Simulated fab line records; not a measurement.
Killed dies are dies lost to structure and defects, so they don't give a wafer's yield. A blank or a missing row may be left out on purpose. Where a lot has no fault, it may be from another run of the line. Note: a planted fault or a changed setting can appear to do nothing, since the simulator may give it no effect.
Problem report in the 8D (eight disciplines) form, filled by code    flow gf180mcu    the parts of the form that need people (team, actions taken, sign-off) are left out

## 1. THE ISSUE
Wafers without a fault read 89.18 s, standard deviation 0.27; run-length-s at GF_SAB_SOFTBAKE_05 reads a mean of 92.42 s on 6 wafers belonging to 2 lots. Measured from the usual mean, that is +12 standard deviations.
The step: time 60 s.
Earliest sighting: wafer L412.2 on litho-track-01 at day 19 05:29. Wafers with a number at this step in the record: 42, from 14 lots. By rule, "out" or "out of limits" means more than 4 standard deviations away from the usual mean. Any other wafer with a number is counted as sound.

## 2. WHAT IT IS; WHAT IT IS NOT
question                     is                      is not
which readings at this step  run-length-s            chill-plate-temp-C, exhaust-pa
which lots                   L412, L413              L400, L401, L402, L404, L406, L408, L416, L418, L420, L421, L422, L423
which wafers of those lots   all that have a number  -
read on which tools          litho-track-01          litho-track-02, litho-track-03
when                         from day 19 05:29       up to then (18 sound wafers); but 18 sound wafers of L416, L418, L420, L421, L422, L423 came after

## 3. WHAT RULES OUT EACH SUSPECT
Counting: any tool at a process step up to the reading is kept as a suspect provided that every lot that is out went through it and no sound lot did after the first of them.
- rtp-anneal-01 at GF_PSD_RTA_13 (time 20 s): ruled out as a lasting fault. After its first lot that is out, L412 (day 18 17:32), sound lots L420, L421 ran on it.
- litho-track-01 at GF_SAB_SOFTBAKE_05 (time 60 s): ruled out as a lasting fault. After its first lot that is out, L412 (day 19 05:29), sound lots L422 ran on it.
Left after counting: nothing in the record.

## 4. THE CAUSE (what the simulator had put in)
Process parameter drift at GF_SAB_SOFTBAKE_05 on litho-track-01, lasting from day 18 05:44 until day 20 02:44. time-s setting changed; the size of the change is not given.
Counting ruled it out, wrongly.

## 5. SEQUENCE OF EFFECTS, ordered by route
Each row: a reading where the mean over the struck wafers with a number is more than 3 standard deviations away from the usual. Scope: only readings with a usual standard deviation given in the record; hours: median across lots of the time from each lot's start at the first step in this table that gives one to its start at this step; sigmas: change in usual standard deviations.
hours  step                reading       usual    on struck wafers  change  sigmas
0      GF_SAB_SOFTBAKE_05  run-length-s  89.18 s  92.42             +3.24   +12
The process steps in it:
- GF_SAB_SOFTBAKE_05: time 60 s.
Later measuring or inspecting steps at which every struck wafer that the step has a row for has a number for every such reading, and none has moved that far: GF_SAB_OVL_MEAS_10.

## 6. WHAT WOULD HAVE CAUGHT IT SOONER
The fault began at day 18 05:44; the first out-of-limits reading in this record came at day 19 05:29, 24 hours later.
